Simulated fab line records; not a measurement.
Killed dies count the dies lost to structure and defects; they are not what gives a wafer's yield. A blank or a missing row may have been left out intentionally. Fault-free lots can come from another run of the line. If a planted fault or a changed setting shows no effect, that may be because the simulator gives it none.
One fault through the eyes of 2 desks    flow sky130    each desk has only its own numbers; what lay behind them comes last

== AT THE METROLOGY DESK ==
Means of the sampled wafers that have a number, per lot and without regard to the tool the lot ran on: this is what the gauges read. Any lot whose mean is over 4 standard deviations away from the usual mean is out of limits and marked OUT; that distance is given in the brackets.
Columns: A = VIA1_W_RS at SKY_VIA1_RS_MEAS_22, usual 0.429 ohm/sq; B = VIA1_W_THK at SKY_VIA1_THK_MEAS_23, usual 260.8 nm; C = METAL2_ALCU_RS at SKY_METAL2_RS_MEAS_05, usual 0.1268 ohm/sq; D = METAL2_ALCU_THK at SKY_METAL2_THK_MEAS_06, usual 252.8 nm; E = cd nm at SKY_METAL2_CD_MEAS_15, usual 140.0 nm; F = METAL2_OVL at SKY_METAL2_OVL_MEAS_16, usual 0 nm
lot   first seen here  A      B      C       D      E      F
L328  day 35 10:32     0.427  262.9  0.1276  250.7  139.6  -0
L330  day 36 17:35     0.429  259.6  0.1274  250.2  140.1  -4
L338  day 38 13:13     0.431  261.5  0.1253  256.0  139.0  -4
L343  day 39 12:55     0.438  257.5  0.1267  252.6  139.7  3
L344  day 40 02:38     0.427  261.9  0.1268  252.7  139.1  5
This desk's verdict: no lot among the 5 shows anything out of limits.

== AT THE TOOL OWNER'S DESK: pvd sputter-02 ==
At SKY_METAL2_SPUTTER_04 (material TiN, target thk 70 nm, time 58.3 s) the tool's own readings: per lot run on this tool, the mean of the sampled wafers that have a number. Any lot whose mean is over 4 standard deviations away from the usual mean is out of limits and marked OUT; that distance is given in the brackets.
Columns: A = throttle valve pct at SKY_METAL2_SPUTTER_04, usual 29.8 %
lot   first seen here  A
L328  day 35 11:06     30.0
L330  day 36 18:09     29.6
This desk's verdict: no lot among the 2 shows anything out of limits.

== ALL TOGETHER ==
Nothing out of limits was seen by the metrology desk.
Nothing out of limits was seen by the tool owner's desk.

== WHAT THE SIMULATOR HAD INSERTED ==
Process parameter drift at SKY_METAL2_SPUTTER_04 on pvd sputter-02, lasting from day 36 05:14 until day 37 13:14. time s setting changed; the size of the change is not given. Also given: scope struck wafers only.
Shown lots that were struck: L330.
